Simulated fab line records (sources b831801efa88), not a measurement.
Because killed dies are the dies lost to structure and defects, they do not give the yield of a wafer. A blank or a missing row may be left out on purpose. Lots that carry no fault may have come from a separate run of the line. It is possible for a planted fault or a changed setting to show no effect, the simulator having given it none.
Struck lot and sound lot, side by side -- flow sky130 -- 20 out of 708 route steps
Sound: wafers L392.1, L392.2, L392.4. Wafers struck: L402.1, L402.4, L402.5. At the end, the cause is stated.
Order at every step that has rows: each side's tool, ch and its chambers, its first start. Under that, the readings that differ: sound wafers -- struck wafers -- difference of the means -- sigmas: that difference in standard deviations of wafers without a fault.
alike: readings with means less than 2 such deviations apart, plus words and numbers identical on both sides. not compared: withheld readings, readings lacking a value on some wafer, bounds such as >300 that could conceal the same value, and numbers that have no deviation in the record and whose values overlap.
Wherever a step has rows on one side only, a row that says differs or no value, or a row with sigmas, the two part there. Non-overlapping numbers with no deviation appear without sigmas and do not part them. A reading missing from all wafers of one side parts the sides only when that side holds two or more wafers.

first, 1 step without rows for these wafers: SKY_POLY_GATE_CVD_03 (deposits Si3N4 from DCS/NH3, target thk 75 nm, time 1290 s).
SKY_POLY_GATE_THK_MEAS_04:
  sound: film metro-01 at day 18 19:38; struck: film metro-03 at day 21 17:55
  alike: POLY_GATE_CVD_03_THK
then, 4 steps without rows for these wafers: SKY_POLY_GATE_DEHYDRATE_05 (time 60 s); SKY_POLY_GATE_HMDS_06 (prime time 60 s); SKY_POLY_GATE_COAT_07 (resist thk 110 nm); SKY_POLY_GATE_COAT_08 (resist thk 450 nm).
SKY_POLY_GATE_SOFTBAKE_09: time 91.16 s.
  sound: litho track-03 ch 0; struck: litho track-02 ch 0
reading,sound,struck,difference,sigmas
softbake temp c (C),100.18 100.29 100.21,99.93 99.99 99.92,-0.28,-2
  alike: plate sensor t centre C, plate sensor t edge C
then, 3 steps without rows for these wafers: SKY_POLY_GATE_EXPOSE_10 (exposes mask P1M, target cd 150 nm); SKY_POLY_GATE_PEB_11; SKY_POLY_GATE_DEVELOP_12 (develop time 60 s).
SKY_POLY_GATE_CD_MEAS_13: target cd 150 nm.
  sound: cd sem-01 at day 20 02:31; struck: cd sem-01 at day 23 00:01
  alike: cd nm
SKY_POLY_GATE_OVL_MEAS_14:
  sound: overlay-02 at day 20 02:38; struck: overlay-01 at day 23 00:08
  alike: POLY_GATE_OVL
SKY_POLY_GATE_ETCH_15: etches BARC in N2/H2, stops on SiO2, time 118.5 s, target depth 110 nm.
  sound on rie diel-03 ch 0,2,3, day 20 02:41; struck on rie diel-03 ch 0,1, day 23 00:11
  no value came back on the struck wafers for any of 5 readings (bias w (W), chamber pressure mTorr (mTorr) and others); on the sound wafers bias w (W) reads 100.20 100.25 99.88
reading,sound,struck,difference,sigmas
model.KrF-thick_of_POLY_GATE_COAT_08.thk nm (nm),344.7 346.4 347.4,437.5 436.3 436.2,+90.5,
  not compared: rf hours counter h
SKY_POLY_GATE_ETCH_16: etches Si3N4 in CH3F/O2, stops on poly-Si, time 147.5 s, target depth 75 nm.
  sound on rie diel-03 ch 0,2,3, day 20 02:46; struck on rie diel-03 ch 0,1, day 23 00:16
reading,sound,struck,difference,sigmas
oes product au (a.u.),0.647 0.646 0.655,0.374 0.371 0.370,-0.278,-52
throttle valve pct (%),10.544 10.550 10.523,10.494 10.501 10.515,-0.036,-4
  alike: O2_flow_sccm, bias w, drypump motor current A
  not compared: rf hours counter h
SKY_POLY_GATE_ETCH_17: etches poly-Si in HBr/Cl2, stops on SiO2, target depth 180 nm, time 70.5 s.
  sound on rie si-02 ch 0,2,3, day 20 02:52; struck on rie si-02 ch 1,2, day 23 00:22
reading,sound,struck,difference,sigmas
HBr_flow_sccm (sccm),149.5 150.3 149.2,150.8 150.5 150.8,+1.0,+2
oes product au (a.u.),0.985 1.002 0.995,0.276 0.276 0.277,-0.718,-75
model.KrF-thick_of_POLY_GATE_COAT_08.thk nm (nm),141.3 140.3 145.5,230.3 235.8 230,+89.7,
  alike: bias w, drypump motor current A, throttle valve pct
  not compared: rf hours counter h
SKY_POLY_GATE_STRIP_18: strips in O2/N2.
  sound on plasma asher-04 ch 0,1, day 20 02:55; struck on plasma asher-03 ch 0, day 23 00:25
reading,sound,struck,difference,sigmas
drypump motor current A (A),5.4 6.0 5.3,6.5 6.5 6.5,+0.9,+2
oes product au (a.u.),0.366 0.365 0.362,0.402 0.404 0.398,+0.037,+7
strip time to endpoint s (s),3.19 3.18 3.22,4.14 4.19 4.15,+0.96,+21
  not compared: rf hours counter h
then, 2 steps without rows for these wafers: SKY_POLY_GATE_CLEAN_19 (cleans in SC1/SC2, time 150 s); SKY_POLY_GATE_OXIDATION_20 (stabilise 600 s, purge 300 s, target thk 4 nm).
SKY_POLY_GATE_CD_MEAS_22:
  sound: cd sem-01 at day 20 06:21; struck: cd sem-01 at day 23 02:09
reading,sound,struck,difference,sigmas
cd nm (nm),148.3 151.2 149.0,- - -,no value on the struck wafers,
then, 1 step without rows for these wafers: SKY_LDD_N_DEHYDRATE_00 (time 60 s).

WHERE THEY PART
Last at SKY_POLY_GATE_CD_MEAS_22 as far as this record goes, first at SKY_POLY_GATE_SOFTBAKE_09.

WHY: what had been put in by the simulator
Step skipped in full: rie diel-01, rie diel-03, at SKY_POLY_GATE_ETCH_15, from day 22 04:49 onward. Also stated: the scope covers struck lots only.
